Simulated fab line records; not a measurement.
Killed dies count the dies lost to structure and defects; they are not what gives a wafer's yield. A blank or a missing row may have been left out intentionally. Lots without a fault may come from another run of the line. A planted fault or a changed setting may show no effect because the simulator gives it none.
Comparing a struck lot with a sound one | flow sky130 | 15 out of 708 route steps
Sound: wafers L664.1, L664.2, L664.4. The struck wafers were L666.3, L666.4, L666.5. The cause comes at the end.
At each step with rows: each side's tool, then ch and its chambers, then its first start. Under that, the readings that differ: sound wafers | struck wafers | difference of the means | sigmas: that difference in standard deviations of wafers without a fault.
alike: readings with means less than 2 such deviations apart, plus words and numbers identical on both sides. not compared: withheld readings, readings lacking a value on some wafer, bounds such as >300 that could conceal the same value, and numbers that have no deviation in the record and whose values overlap.
A row with sigmas, a row that says differs or no value, or rows on one side alone: a step with any of these is where the two part. Non-overlapping numbers with no deviation appear without sigmas and do not part them. A reading that every wafer of one side lacks parts them only if that side has two wafers or more.

SKY_VIA2_OVL_MEAS_13:
  sound: overlay-01 at day 38 19:46; struck: overlay-02 at day 39 18:21
  alike: VIA2_OVL
then, 1 step without rows for these wafers: SKY_VIA2_ETCH_14 (etches BARC in N2/H2, stops on SiO2, time 45.9 s, target depth 60 nm).
SKY_VIA2_ETCH_15: etches SiO2 in C4F8/O2/Ar, stops on TiN, target depth 546 nm, time 84 s.
  sound on rie_diel-01 ch 1,2,3, day 38 19:50; struck on rie_diel-04 ch 1,2,3, day 39 18:25
  alike: oes_product_au
SKY_VIA2_STRIP_16: strips in O2/N2.
  sound on plasma_asher-01 ch 0,1, day 38 19:54; struck on plasma_asher-01 ch 0,1, day 39 18:31
  alike: drypump_motor_current_A, oes_product_au, strip_time_to_endpoint_s
  not compared: rf_hours_counter_h
then, 3 steps without rows for these wafers: SKY_VIA2_STRIP_17 (strips in post etch residue remover, time 1200 s); SKY_VIA2_CLEAN_18 (cleans in IPA, time 180 s); SKY_VIA2_CLEAN_19 (cleans in O3/DIW).
SKY_VIA2_SPUTTER_20: material TiN, target thk 20 nm, time 80 s.
  sound: pvd_sputter-01 at day 38 20:50; struck: pvd_sputter-03 at day 39 19:04
  alike: chamber_pressure_pa, throttle_valve_pct
SKY_VIA2_CVD_21: deposits W, target thk 420 nm, time 126.4 s.
  sound on cvd_w-01 ch 0,1, day 38 20:54; struck on cvd_w-02 ch 0,1, day 39 19:11
  alike: heater_power_w
SKY_VIA2_RS_MEAS_22: measures by four-point-probe.
  sound: film_metro-02 at day 38 21:02; struck: film_metro-02 at day 39 19:18
  alike: VIA2_W_RS
SKY_VIA2_THK_MEAS_23: measures by xrf.
  sound: film_metro-02 at day 38 21:09; struck: film_metro-02 at day 39 19:24
  alike: VIA2_W_THK
then, 1 step without rows for these wafers: SKY_VIA2_CMP_24 (polishes, stops on SiO2, t overpolish 20 s, target thk 0 nm).
SKY_METAL3_SPUTTER_00: material Ti, target thk 15 nm, time 10 s.
  sound: pvd_sputter-02 at day 38 21:31; struck: pvd_sputter-01 at day 39 19:44
  reading                                   | sound             | struck            | difference | sigmas
  throttle_valve_pct (%)                    | 28.5 30.2 28.4    | 32.1 32.2 32.2    | +3.1       | +2
  model.Ti_of_METAL3_SPUTTER_00.thk_nm (nm) | 15.15 14.98 14.99 | 24.67 24.43 24.64 | +9.54      |
  alike: chamber_pressure_pa
SKY_METAL3_SPUTTER_01: material TiN, target thk 20 nm, time 16.7 s.
  sound: pvd_sputter-02 at day 38 21:32; struck: pvd_sputter-01 at day 39 19:46
  reading                | sound          | struck         | difference | sigmas
  throttle_valve_pct (%) | 28.7 30.6 28.4 | 32.1 32.2 32.1 | +2.9       | +2
  alike: chamber_pressure_pa
-- the record jumps here: 9 days lie between the struck wafers' starts before and after (it left off in module METAL3 and takes up again in module PAD_OPEN, whose first step shown is number 708 of the route) --
SKY_PAD_OPEN_PROBE_99:
  record: rows for the struck wafers here (prober-02, day 48 12:25), none for the sound ones

== WHERE THEY PART ==
Earliest at SKY_METAL3_SPUTTER_00; latest, in this record, at SKY_PAD_OPEN_PROBE_99.

WHY: what the simulator had put in
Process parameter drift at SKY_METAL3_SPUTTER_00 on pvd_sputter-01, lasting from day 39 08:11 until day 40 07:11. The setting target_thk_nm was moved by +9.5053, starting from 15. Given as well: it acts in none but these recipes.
